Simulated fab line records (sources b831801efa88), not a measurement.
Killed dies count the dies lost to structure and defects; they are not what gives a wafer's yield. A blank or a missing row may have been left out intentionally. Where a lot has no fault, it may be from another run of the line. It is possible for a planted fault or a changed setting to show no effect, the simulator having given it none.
Problem report, 8D (eight disciplines) form, completed by code | flow gf180mcu | the parts of the form that need people (team, actions taken, sign-off) are left out

## 1. WHAT IS WRONG
V2_W_RS at GF_V2_RS_MEAS_24 reads a mean of 0.433 ohm/sq on 2 wafers of 2 lots; wafers without a fault read 0.325 ohm/sq with a standard deviation of 0.0031. Relative to the usual mean, that is a shift of +35 standard deviations.
The step: measures by four-point-probe.
First seen on wafer L258.5, day 27 07:05, on filmMetro-03. Wafers with a number at this step in the record: 30, from 10 lots. Rule for "out" (also "out of limits"): further than 4 standard deviations from the usual mean. Any other wafer with a number is counted as sound.

## 2. WHAT IT IS, AND WHAT IT ISN'T
question                    | is                         | is not
which readings at this step | V2_W_RS                    | -
which lots                  | L258, L259                 | L241, L242, L243, L244, L247, L249, L260, L261
which wafers of those lots  | L258.5, L259.2             | L258.1, L258.3, L259.3, L259.6
read on which gauges        | filmMetro-03, filmMetro-04 | filmMetro-02
when                        | from day 27 07:05          | up to then (20 sound wafers); but 8 sound wafers of L259, L260, L261 came after

## 3. SUSPECTS, AND WHAT RULES EACH OUT
Counting: a tool at a process step up to the reading stays a suspect if it ran every lot that is out. Sound lots after the first of them don't rule it out here, since some wafers of a struck lot are sound.
- ruled out: the gauge at GF_V2_RS_MEAS_24. Those wafers that are out were read across 2 gauges (filmMetro-03, filmMetro-04).
- cvdW-01 at GF_V2_CVD_23 (deposits W, target thk 350 nm, time 104.94 s): kept. It ran every lot that is out, first L258 (day 27 06:59); its last sound lot up to then is L247 (day 24 17:26).
Left after counting: cvdW-01 at GF_V2_CVD_23.

## 4. THE CAUSE (what the simulator had put in)
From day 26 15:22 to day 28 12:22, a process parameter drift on cvdW-01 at GF_V2_CVD_23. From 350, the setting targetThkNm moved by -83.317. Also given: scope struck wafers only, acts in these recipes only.
The count eliminated every tool but this one.

## 5. THE CHAIN OF EFFECTS, in route order
Rows list readings where the struck wafers' mean (over those with a number) sits beyond 3 standard deviations from the usual. Only readings for which the record gives a usual standard deviation are gone through. hours: the time from each lot's start at the first step in this table that gives one to its start at this step, as a median over the lots. sigmas: the change in usual standard deviations.
hours | step              | reading         | usual        | on struck wafers | change | sigmas
0     | GF_V2_RS_MEAS_24  | V2_W_RS         | 0.325 ohm/sq | 0.433            | +0.108 | +35
6     | GF_V2_THK_MEAS_25 | V2_W_THK        | 346 nm       | 260              | -86    | -18
10    | GF_V2_CMP_26      | timeToEndpointS | 84 s         | 64               | -20    | -4.4
Process steps it contains:
- GF_V2_CMP_26: polishes, stops on SiO2, t overpolish 15 s, target thk 0 nm.

## 6. HOW IT WOULD HAVE BEEN CAUGHT EARLIER
16 hours passed between the start of the fault at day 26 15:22 and the first reading out of limits at a measuring or inspecting step in this record, taken at day 27 07:05.
Of the tool readings at GF_V2_CVD_23 for which the record gives a usual standard deviation, none was out on any struck wafer, so an alarm limit of 4 standard deviations on them would not have fired.
Lots out: 2; of these, L259 started GF_V2_CVD_23 on cvdW-01 after day 27 07:05. It would have been spared by a hold on the tool at that moment.
